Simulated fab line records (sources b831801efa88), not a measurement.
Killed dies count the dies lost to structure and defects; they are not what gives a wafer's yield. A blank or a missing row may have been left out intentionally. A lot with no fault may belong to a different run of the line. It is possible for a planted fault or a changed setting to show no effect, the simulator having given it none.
Comparing a struck lot with a sound one :: flow gf180mcu :: 22 out of 602 route steps
Sound: these wafers, L280.1, L280.2, L280.6. Struck: wafers L289.2, L289.3 (left out: L289.6, a lot-mate that was not struck); the cause follows at the end.
Order at every step that has rows: each side's tool, ch and its chambers, its first start. Under that, the readings that differ: sound wafers :: struck wafers :: difference of the means :: sigmas: that difference in standard deviations of wafers without a fault.
alike: a reading whose means differ by less than 2 such deviations, as well as words and numbers matching on both sides. not compared: withheld readings; readings where some wafer has no value; bounds like >300 that might hide an equal value; numbers whose values overlap and for which the record gives no deviation.
The two part at a step that has a row with sigmas, a row that says differs or no value, or rows on one side only. Numbers that have no deviation but don't overlap get no sigmas and don't part them. Lack of a reading on every wafer of one side parts them only where that side has two or more wafers.

first, 6 steps without rows for these wafers: GF_VT_IMPLANT_HMDS_23 (prime time 60 s); GF_VT_IMPLANT_COAT_24 (resist thk 1000 nm); GF_VT_IMPLANT_SOFTBAKE_25 (time 60 s); GF_VT_IMPLANT_EXPOSE_26 (exposes mask LVPWELL HV AREA, target cd 860 nm); GF_VT_IMPLANT_PEB_27; GF_VT_IMPLANT_DEVELOP_28 (develop time 60 s).
GF_VT_IMPLANT_OVL_MEAS_29:
  sound: overlay-02 at day 9 19:58; struck: overlay-01 at day 11 19:52
  alike: VT_IMPLANT_02_OVL
then, 1 step without rows for these wafers: GF_VT_IMPLANT_IMPLANT_30.
GF_VT_IMPLANT_STRIP_31: strips in O2/N2.
  sound on plasmaAsher-03 ch 0,1, day 9 20:10; struck on plasmaAsher-01 ch 0, day 11 20:03
  alike: drypumpMotorCurrentA, heaterPowerW, n2FlowSccm, oesProductAu, stripTimeToEndpointS
  not compared: rfHoursCounterH
GF_VT_IMPLANT_TW_MEAS_32:
  sound: filmMetro-02 at day 9 20:16; struck: filmMetro-01 at day 11 20:10
  alike: VT_IMPLANT_3_TW
then, 2 steps without rows for these wafers: GF_VT_IMPLANT_DEHYDRATE_33 (time 60 s); GF_VT_IMPLANT_HMDS_34 (prime time 60 s).
GF_VT_IMPLANT_COAT_35: resist thk 1000 nm.
  sound on lithoTrack-02 ch 0, day 10 04:46; struck on lithoTrack-02 ch 0, day 12 05:32
reading: model.NOVOLAK_of_VT_IMPLANT_COAT_35.thkNm (nm)
sound: 1000 996.9 997.8
struck: 1047 1049
difference: +50
sigmas: 
  alike: dispensePressureKPa
then, 3 steps without rows for these wafers: GF_VT_IMPLANT_SOFTBAKE_36 (time 60 s); GF_VT_IMPLANT_EXPOSE_37 (exposes mask Nwell HV AREA, target cd 860 nm); GF_VT_IMPLANT_PEB_38.
GF_VT_IMPLANT_DEVELOP_39: develop time 60 s.
  sound on lithoTrack-03 ch 0, day 10 13:13; struck on lithoTrack-03 ch 0, day 12 15:14
reading: developerTempC (C)
sound: 22.89 22.91 22.81
struck: 23.19 23.19
difference: +0.32
sigmas: +3

reading: model.NOVOLAK_of_VT_IMPLANT_COAT_35.thkNm (nm)
sound: 999.6 996.5 997.4
struck: 1046 1048
difference: +49
sigmas: 
GF_VT_IMPLANT_OVL_MEAS_40:
  sound: overlay-02 at day 10 13:22; struck: overlay-02 at day 12 15:22
  alike: VT_IMPLANT_03_OVL
then, 1 step without rows for these wafers: GF_VT_IMPLANT_IMPLANT_41.
GF_VT_IMPLANT_STRIP_42: strips in O2/N2.
  sound on plasmaAsher-01 ch 0,1, day 10 13:34; struck on plasmaAsher-03 ch 1, day 12 15:42
reading: stripTimeToEndpointS (s)
sound: 12.62 12.59 12.61
struck: 13.10 13.13
difference: +0.51
sigmas: +14
  alike: drypumpMotorCurrentA, heaterPowerW, n2FlowSccm, oesProductAu
  not compared: rfHoursCounterH
GF_VT_IMPLANT_TW_MEAS_43:
  sound: filmMetro-04 at day 10 13:40; struck: filmMetro-02 at day 12 15:49
  alike: VT_IMPLANT_4_TW
then, 1 step without rows for these wafers: GF_PASSIVATION_PROBE_99.

== WHERE THEY PART ==
Earliest at GF_VT_IMPLANT_DEVELOP_39; latest, in this record, at GF_VT_IMPLANT_STRIP_42. Later steps at which nothing parts them and some readings are alike: GF_VT_IMPLANT_TW_MEAS_43.

WHY: whatever the simulator had introduced
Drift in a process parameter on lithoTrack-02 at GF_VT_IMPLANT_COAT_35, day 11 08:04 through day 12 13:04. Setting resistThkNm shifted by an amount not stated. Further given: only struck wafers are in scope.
